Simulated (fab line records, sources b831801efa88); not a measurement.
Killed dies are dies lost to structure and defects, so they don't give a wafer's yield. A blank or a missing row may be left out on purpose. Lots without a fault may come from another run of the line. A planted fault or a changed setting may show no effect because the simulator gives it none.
Chamber matching | flow gf180mcu | GF_MIM_CVD_05 on pecvd-01: 3 sister chambers
The step deposits Si3N4, target thk 42 nm, time 29.086 s. 3 wafers are shown with their chamber, then 7 later ones without.

WAFERS WITH THEIR CHAMBER
wafer  | chamber | heater_power_w (W)
L521.3 | 1       | 451
L521.6 | 2       | 709
L522.2 | 0       | 727

WAFERS WITHOUT THEIR CHAMBER
wafer  | heater_power_w (W)
L522.3 | 492
L523.3 | 677
L523.5 | 690
L523.6 | 713
L525.1 | 499
L525.3 | 746
L525.4 | 498

WHICH CHAMBER EACH WENT THROUGH
wafer  | from the rows above     | in truth
L522.3 | 1                       | 1
L523.3 | can't be placed: 2 or 0 | 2
L523.5 | can't be placed: 2 or 0 | 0
L523.6 | can't be placed: 2 or 0 | 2
L525.1 | 1                       | 1
L525.3 | can't be placed: 0 or 2 | 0
L525.4 | 1                       | 1
Placed correctly: 3 of 7. Can't be placed from these rows: 4 (the true chamber is among the candidates in 4). Placed wrongly: 0.
How it was worked out, from the rows above alone: a wafer's distance from a chamber is the root of the sum, over the readings, of the square of ((its reading less the chamber's mean) divided by the reading's scatter). The wafer belongs to the nearest chamber; if the next one is less than 2 further off, it can't be placed. A chamber's mean is the mean of its shown wafers. The scatter: with one shown wafer a chamber, the root of the mean of the squares of how far each hidden wafer lies from its nearest shown one.
